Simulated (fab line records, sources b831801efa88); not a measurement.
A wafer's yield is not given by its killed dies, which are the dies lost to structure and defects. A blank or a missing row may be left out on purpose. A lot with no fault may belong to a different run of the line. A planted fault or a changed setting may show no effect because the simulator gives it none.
2 desks looking at one fault	flow sky130	every desk sees just its own numbers, and what lay behind them comes last

## THE METROLOGY DESK
Lot by lot, what the gauges showed, no matter which tool ran the lot: averages of those sampled wafers that carry a number. The brackets show how far a lot's mean lies from the usual mean; more than 4 standard deviations puts the lot out of limits, marked OUT.
Columns: A = cd-nm at SKY_METAL2_CD_MEAS_15, usual 139.9 nm; B = METAL2_OVL at SKY_METAL2_OVL_MEAS_16, usual 0 nm
lot	first seen here	A	B
L121	day 35 16:04	138.7	-4
L122	day 35 23:13	141.0	-8
L127	day 37 13:55	143.6	2
L129	day 38 11:50	139.9	-2
L130	day 38 15:07	138.6	0
L133	day 39 09:08	138.8	3
L136	day 40 09:19	141.1	-2
L138	day 40 18:34	138.4	3
L139	day 40 23:26	141.1	-1
L140	day 41 05:26	140.2	-1
L142	day 43 05:17	140.1	-2
This desk's finding: nothing out of limits on any of the 11 lots.

## TOOL OWNER'S DESK, rie-diel-03
The tool's own readings at SKY_VIA2_ETCH_15 (etches SiO2 in C4F8/O2/Ar, stops on TiN, target depth 546 nm, time 84 s): means of the sampled wafers that have a number, for each lot that ran on this tool. The brackets show how far a lot's mean lies from the usual mean; more than 4 standard deviations puts the lot out of limits, marked OUT.
Columns: A = oes-product-au at SKY_VIA2_ETCH_15, usual 0.926 a.u.; B = run-length-s at SKY_VIA2_ETCH_15, usual 112.4 s
lot	first seen here	A	B
L121	day 36 19:20	0.921	112.5
L127	day 38 15:57	0.921	112.4
L129	day 39 14:10	0.869 (-12) OUT	122.4 (+27) OUT
L130	day 39 17:50	0.868 (-12) OUT	122.5 (+27) OUT
L138	day 42 05:13	0.925	112.5
L140	day 42 11:25	0.928	112.2
L142	day 44 05:58	0.926	112.6
This desk's finding: out of limits on L129, L130; first on L129, day 39 14:10 (oes-product-au at SKY_VIA2_ETCH_15). L121, L127, L138, L140, L142: within limits.

## BROUGHT TOGETHER
An alarm could have come from the tool owner's desk at day 39 14:10, on L129, L130.
Nothing out of limits was seen by the metrology desk.
The metrology desk has L129, L130 on record, within its limits.
The lots listed all ran SKY_VIA2_ETCH_15 on rie-diel-03.

## WHAT THE SIMULATOR HAD PUT IN
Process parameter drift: rie-diel-03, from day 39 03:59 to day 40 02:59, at SKY_VIA2_ETCH_15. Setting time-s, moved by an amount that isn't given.
Shown lots that were struck: L129, L130.
Time in hours from fault onset to the first out-of-limits reading at each desk: the tool owner's desk, 10.
